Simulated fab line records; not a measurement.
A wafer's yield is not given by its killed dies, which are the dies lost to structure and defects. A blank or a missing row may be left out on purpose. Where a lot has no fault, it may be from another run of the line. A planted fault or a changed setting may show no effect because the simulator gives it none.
Matching of chambers -- flow sky130 -- pecvd-03 running SKY_PASSIVATION_CVD_00: 3 sister chambers
The step deposits SiO2, target thk 90 nm. 16 wafers are shown with their chamber, then 8 later ones without.

WAFERS PAIRED WITH THEIR CHAMBERS
wafer,chamber,heater_power_w (W),rf_fwd_power_W (W)
L075.3,2,728,595
L075.5,2,704,594
L075.6,0,533,591
L078.2,2,710,590
L078.3,1,622,588
L078.4,1,625,586
L082.2,2,698,590
L082.4,2,705,592
L082.6,2,699,592
L084.2,1,547,588
L084.3,2,640,596
L084.6,1,571,589
L085.3,1,567,586
L085.4,2,697,595
L085.6,1,604,585
L086.2,1,556,588

SIGNATURES, as means of the wafers listed above
reading,chamber 0,chamber 1,chamber 2,scatter within a chamber
heater_power_w,533.00,584.57,697.62,28.6
rf_fwd_power_W,591.00,587.14,593.00,1.98
Rule: for a wafer and a chamber, the distance is found by dividing, reading by reading, the gap between the wafer's reading and the chamber's mean by the reading's scatter, squaring, summing and taking the root. The wafer belongs to the nearest chamber; if the next one is less than 2 further off, it can't be placed. The scatter: the root of (the sum of the squares of (reading less its chamber's mean) over the shown wafers, divided by (wafers less chambers)).

WAFERS WHOSE CHAMBER IS MISSING
wafer,heater_power_w (W),rf_fwd_power_W (W)
L086.5,624,590
L086.6,549,588
L088.1,627,587
L088.3,620,597
L088.6,630,587
L095.1,536,589
L095.2,677,595
L095.5,528,590

WHICH CHAMBER EACH ONE RAN IN
wafer,from the rows above,in truth
L086.5,can't be placed: 1 or 2 or 0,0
L086.6,can't be placed: 1 or 0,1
L088.1,1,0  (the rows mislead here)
L088.3,can't be placed: 2 or 0 or 1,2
L088.6,1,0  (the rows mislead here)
L095.1,can't be placed: 0 or 1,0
L095.2,2,2
L095.5,can't be placed: 0 or 1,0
Placed correctly: 1 of 8. Unplaceable from these rows: 5, with the true chamber sitting among the candidates in 5. 2 placed wrongly.
